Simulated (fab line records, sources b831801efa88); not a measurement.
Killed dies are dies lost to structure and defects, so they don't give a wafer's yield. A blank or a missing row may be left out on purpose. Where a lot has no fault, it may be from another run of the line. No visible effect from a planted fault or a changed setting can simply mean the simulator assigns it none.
Which tool is to blame? -- flow gf180mcu -- Sampling: 10 lots, 30 wafers, 3 of 602 route steps

WHAT THE GAUGES READ, wafer by wafer
GF_MIM_THK_MEAS_11: measures by xrf.
lot,measured,on,MIM_ALCU_THK (nm)
L610,day 24 20:00,film-metro-02,198.2 202.8 200.2
L612,day 25 12:33,film-metro-04,204.9 204.9 204.6
L614,day 26 06:19,film-metro-02,202.7 203.8 203.8
L617,day 27 03:07,film-metro-02,201.3 200.9 202.3
L623,day 29 01:04,film-metro-02,202.1 203.6 200.5
L624,day 29 06:21,film-metro-04,203.1 202.1 204.7
L629,day 30 17:24,film-metro-04,217.7 215.7 216.0
L630,day 30 20:48,film-metro-01,214.9 214.3 212.4
L631,day 31 03:00,film-metro-01,199.8 200.9 198.8
L632,day 31 16:40,film-metro-04,203.5 200.8 201.8

WHICH TOOL RAN EACH LOT (tool, then ch and the chambers of the sampled wafers, then the start)
lot,GF_MIM_SPUTTER_07,GF_MIM_SPUTTER_09
L610,"pvd-sputter-03, day 24 19:46","pvd-sputter-03, day 24 19:50"
L612,"pvd-sputter-01, day 25 12:19","pvd-sputter-01, day 25 12:23"
L614,"pvd-sputter-03, day 26 06:05","pvd-sputter-03, day 26 06:10"
L617,"pvd-sputter-01, day 27 02:54","pvd-sputter-01, day 27 02:58"
L623,"pvd-sputter-02, day 29 00:49","pvd-sputter-02, day 29 00:53"
L624,"pvd-sputter-01, day 29 06:08","pvd-sputter-01, day 29 06:12"
L629,"pvd-sputter-03, day 30 17:11","pvd-sputter-03, day 30 17:15"
L630,"pvd-sputter-03, day 30 20:35","pvd-sputter-03, day 30 20:39"
L631,"pvd-sputter-03, day 31 02:46","pvd-sputter-03, day 31 02:50"
L632,"pvd-sputter-03, day 31 16:26","pvd-sputter-03, day 31 16:30"
- GF_MIM_SPUTTER_07: material TiN, target thk 60 nm, time 50 s.
- GF_MIM_SPUTTER_09: material TiN, target thk 35 nm, time 29.2 s.

THE ANSWER, worked out from the rows above alone
Rule: usual is defined by the lots themselves. Put in order of their means at a reading, lots are off if they are a third of the lots or fewer, leave a main group of 4 or more, and stand apart from it by a gap of 3 or more times the standard deviation of the main group's means; of several such gaps the widest counts. The tables above print the reading to a certain number of digits; a main group whose means all agree to those digits is not used. A lot without any number at a reading at which 4 lots or more have one is off too. All remaining lots with rows at the step are treated as sound.
Off: L629, L630, at GF_MIM_THK_MEAS_11 (MIM_ALCU_THK). For the main group the mean is 202.2 nm and the standard deviation 1.5.
A tool fits if, at a process step before that reading, it ran every lot that is off, and no sound lot after the first of them. Those tools and the gauges at GF_MIM_THK_MEAS_11 are tried in the same way. No candidate that was tried fits.

WHAT HAD BEEN PUT IN BY THE SIMULATOR
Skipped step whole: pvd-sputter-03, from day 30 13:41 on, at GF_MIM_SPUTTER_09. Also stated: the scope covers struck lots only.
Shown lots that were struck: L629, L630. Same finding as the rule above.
